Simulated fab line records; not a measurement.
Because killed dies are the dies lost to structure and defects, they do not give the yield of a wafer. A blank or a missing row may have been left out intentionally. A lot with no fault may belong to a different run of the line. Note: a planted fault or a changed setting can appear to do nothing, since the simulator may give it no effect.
A struck lot beside a sound one | flow sky130 | 17 out of 708 route steps
Sound: wafers L647.1, L647.5, L647.6. Wafers struck: L650.3, L650.4, L650.5. Last of all comes the cause.
For every step that has rows: the tool of each side, followed by ch and its chambers, followed by its first start. Under that, the readings that differ: sound wafers | struck wafers | difference of the means | sigmas: that difference in standard deviations of wafers without a fault.
alike: readings whose means differ by less than 2 such deviations, and words and numbers that are the same on both sides. not compared: withheld readings, readings that some wafer has no value for, bounds like >300 that may hide the same value, and numbers for which the record gives no deviation and whose values overlap.
The two part at a step that has a row with sigmas, a row that says differs or no value, or rows on one side only. Non-overlapping numbers with no deviation appear without sigmas and do not part them. Lack of a reading on every wafer of one side parts them only where that side has two or more wafers.

SKY_LDD_HVP_STRIP_09: strips in O2/N2.
  sound on plasma-asher-04 ch 0,1, day 25 12:58; struck on plasma-asher-03 ch 0,1, day 26 07:40
  reading                     | sound       | struck      | difference | sigmas
  drypump-motor-current-A (A) | 4.9 5.2 4.9 | 5.8 6.3 6.3 | +1.1       | +2
  alike: oes-product-au, strip-time-to-endpoint-s
  not compared: rf-hours-counter-h
SKY_LDD_HVP_TW_MEAS_10:
  struck on film-metro-03, day 26 07:46; sound on film-metro-04, day 25 13:04
  alike: LDD_HVP_TW
then, 7 steps without rows for these wafers: SKY_LDD_LDN_DEHYDRATE_00 (time 60 s); SKY_LDD_LDN_HMDS_01 (prime time 60 s); SKY_LDD_LDN_COAT_02 (resist thk 1140 nm); SKY_LDD_LDN_SOFTBAKE_03 (time 60 s); SKY_LDD_LDN_EXPOSE_04 (exposes mask LDNTM, target cd 700 nm); SKY_LDD_LDN_PEB_05; SKY_LDD_LDN_DEVELOP_06 (develop time 60 s).
SKY_LDD_LDN_OVL_MEAS_07:
  struck on overlay-02, day 27 12:19; sound on overlay-02, day 26 18:09
  alike: LDD_LDN_OVL
then, 2 steps without rows for these wafers: SKY_LDD_LDN_IMPLANT_08; SKY_LDD_LDN_IMPLANT_09.
SKY_LDD_LDN_IMPLANT_10:
  sound on implanter-01 ch 0, day 26 18:29; struck on implanter-01, day 27 12:41
  no value came back on the struck wafers for beam-energy-keV, beam-on-s (s); on the sound wafers beam-energy-keV reads 14.999 14.993 15.003
after that, 1 step had no rows for these wafers: SKY_LDD_LDN_IMPLANT_11.
SKY_LDD_LDN_STRIP_12: strips in O2/N2.
  sound on plasma-asher-04 ch 0,1, day 26 18:47; struck on plasma-asher-01 ch 0,1, day 27 12:58
  alike: drypump-motor-current-A, oes-product-au, strip-time-to-endpoint-s
  not compared: rf-hours-counter-h
SKY_LDD_LDN_TW_MEAS_13:
  struck on film-metro-01, day 27 13:04; sound on film-metro-02, day 26 18:53
  reading    | sound          | struck         | difference | sigmas
  LDD_LDN_TW | 1458 1455 1463 | 1351 1353 1360 | -104       | -10
then, 1 step without rows for these wafers: SKY_LDD_LDN_CLEAN_14 (cleans in SC1/SC2, time 150 s).

== WHERE THEY PART ==
First at SKY_LDD_HVP_STRIP_09; last, within this record, at SKY_LDD_LDN_TW_MEAS_13.

WHY: the cause the simulator had injected
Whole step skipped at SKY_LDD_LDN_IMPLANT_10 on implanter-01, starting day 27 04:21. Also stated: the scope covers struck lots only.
